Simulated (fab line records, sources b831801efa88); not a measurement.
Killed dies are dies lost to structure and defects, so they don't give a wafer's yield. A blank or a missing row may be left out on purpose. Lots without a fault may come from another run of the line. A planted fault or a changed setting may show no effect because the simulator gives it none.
A struck lot beside a sound one | flow sky130 | 31 steps out of a route of 708
Sound: wafers L343.3, L343.4, L343.6. Struck: wafers L345.1, L345.5, L345.6. The cause comes at the end.
At each step with rows: each side's tool, then ch and its chambers, then its first start. Under that, the readings that differ: sound wafers | struck wafers | difference of the means | sigmas: that difference in standard deviations of wafers without a fault.
alike: readings whose means differ by less than 2 such deviations, and words and numbers that are the same on both sides. not compared: withheld readings, readings that some wafer has no value for, bounds like >300 that may hide the same value, and numbers for which the record gives no deviation and whose values overlap.
The two part at a step that has a row with sigmas, a row that says differs or no value, or rows on one side only. Numbers that don't overlap but have no deviation are shown without sigmas and don't part them. A reading that every wafer of one side lacks parts them only if that side has two wafers or more.

first, 1 step without rows for these wafers: SKY_PWDE_IMPLANT_08.
SKY_PWDE_STRIP_09: strips in O2/N2.
  sound on plasma_asher-02 ch 0,1, day 4 18:17; struck on plasma_asher-02 ch 0,1, day 5 07:08
  alike: chamber_pressure_mTorr, drypump_motor_current_A, n2_flow_sccm, oes_product_au, strip_time_to_endpoint_s
  not compared: rf_hours_counter_h
SKY_PWDE_TW_MEAS_10:
  sound on film_metro-01, day 4 18:22; struck on film_metro-02, day 5 07:14
  alike: PWDE_TW
then, 7 steps without rows for these wafers: SKY_NWELL_DEHYDRATE_03 (time 60 s); SKY_NWELL_HMDS_04 (prime time 60 s); SKY_NWELL_COAT_05 (resist thk 3000 nm); SKY_NWELL_SOFTBAKE_06; SKY_NWELL_EXPOSE_07 (exposes mask NWM, target cd 840 nm); SKY_NWELL_PEB_08; SKY_NWELL_DEVELOP_09 (develop time 60 s).
SKY_NWELL_OVL_MEAS_10:
  sound on overlay-02, day 5 10:02; struck on overlay-02, day 6 01:06
  alike: NWELL_00_OVL
then, 1 step without rows for these wafers: SKY_NWELL_IMPLANT_11.
SKY_NWELL_IMPLANT_12:
  sound on implanter-04 ch 0, day 5 10:16; struck on implanter-04 ch 0, day 6 01:36
then, 1 step without rows for these wafers: SKY_NWELL_IMPLANT_13.
SKY_NWELL_STRIP_14: strips in O2/N2.
  sound on plasma_asher-03 ch 0,1, day 5 10:32; struck on plasma_asher-02 ch 0,1, day 6 01:54
  reading                     | sound       | struck      | difference | sigmas
  drypump_motor_current_A (A) | 5.9 6.2 6.2 | 4.7 5.7 4.7 | -1.1       | -2
  alike: chamber_pressure_mTorr, n2_flow_sccm, oes_product_au, strip_time_to_endpoint_s
  not compared: rf_hours_counter_h
SKY_NWELL_TW_MEAS_15:
  sound on film_metro-02, day 5 10:38; struck on film_metro-01, day 6 02:06
  alike: NWELL_TW
then, 7 steps without rows for these wafers: SKY_NWELL_DEHYDRATE_16 (time 60 s); SKY_NWELL_HMDS_17 (prime time 60 s); SKY_NWELL_COAT_18 (resist thk 3000 nm); SKY_NWELL_SOFTBAKE_19; SKY_NWELL_EXPOSE_20 (exposes mask NWM COMPLEMENT, target cd 840 nm); SKY_NWELL_PEB_21; SKY_NWELL_DEVELOP_22 (develop time 60 s).
SKY_NWELL_OVL_MEAS_23:
  sound on overlay-01, day 6 03:11; struck on overlay-01, day 6 21:31
  alike: NWELL_01_OVL
then, 1 step without rows for these wafers: SKY_NWELL_IMPLANT_24.
SKY_NWELL_STRIP_25: strips in O2/N2.
  sound on plasma_asher-03 ch 0,1, day 6 03:23; struck on plasma_asher-02 ch 0,1, day 6 21:43
  reading                     | sound       | struck      | difference | sigmas
  drypump_motor_current_A (A) | 5.9 6.2 5.8 | 4.7 4.7 5.7 | -0.9       | -2
  alike: chamber_pressure_mTorr, n2_flow_sccm, oes_product_au, strip_time_to_endpoint_s
  not compared: rf_hours_counter_h
SKY_NWELL_TW_MEAS_26:
  sound on film_metro-02, day 6 03:29; struck on film_metro-02, day 6 21:49
  alike: NWELL_2_TW
then, 1 step without rows for these wafers: SKY_NWELL_CLEAN_27 (cleans in SC1/SC2, time 150 s).
SKY_NWELL_RTA_28: time 30 s.
  sound on rtp_anneal-02 ch 0, day 6 03:36; struck on rtp_anneal-01 ch 0, day 6 21:55
  alike: lamp_power_pct, wafer_temp_C_max
SKY_NWELL_RS_MEAS_29: measures by four-point-probe.
  sound on film_metro-03, day 6 03:43; struck on film_metro-01, day 6 22:01
  reading           | sound             | struck            | difference | sigmas
  NWELL_RS (ohm/sq) | 622.1 625.1 625.2 | 591.7 596.0 593.0 | -30.6      | -18
-- the record jumps here: 40 days lie between the struck wafers' starts before and after (it left off in module NWELL and takes up again in module PAD_OPEN, whose first step shown is number 708 of the route) --
SKY_PAD_OPEN_PROBE_99:
  sound on prober-01, day 46 11:05; struck on prober-01, day 47 01:10
  reading                                | sound                        | struck                        | difference | sigmas
  killed_at_other                        | 0 0 0                        | 1 0 3                         | +1         | +2
  model.etest.nfet_16v.r_on_ohm_um       | 1.391e+04 1.381e+04 1.39e+04 | 1.337e+04 1.341e+04 1.344e+04 | -4.667e+02 |
  model.etest.pfet_g5v0d10v5.r_on_ohm_um | 4734 4621 4653               | 5321 5309 5165                | +596       |
  model.etest.tip_p.rs_ohm_sq            | 6869 6854 6914               | 7279 7273 7269                | +395       |
  model.etest.tip_p_5v.rs_ohm_sq         | 2862 2879 2872               | 3072 3085 3061                | +202       |
  model.etest.pfet_01v8.r_on_ohm_um      | 2971 2823 2885               | 3014 3044 3005                | +128       |
  model.etest.pfet_g5v0d10v5.drive_ua_um | 347.4 352.7 350.3            | 296.1 294.1 303.9             | -52.1      |
  model.etest.pfet_01v8_lvt.drive_ua_um  | 171.7 175.9 174              | 142.9 142.9 144.8             | -30.3      |
  alike: killed_at_M0_to_M3, killed_at_M4_up, killed_at_contacts, killed_at_front_end, killed_dies, killed_open, killed_short
  not compared: model.etest.pfet_16v.r_on_ohm_um

WHERE THEY PART
First at SKY_NWELL_STRIP_14; last, within this record, at SKY_PAD_OPEN_PROBE_99.

WHY: what the simulator had put in
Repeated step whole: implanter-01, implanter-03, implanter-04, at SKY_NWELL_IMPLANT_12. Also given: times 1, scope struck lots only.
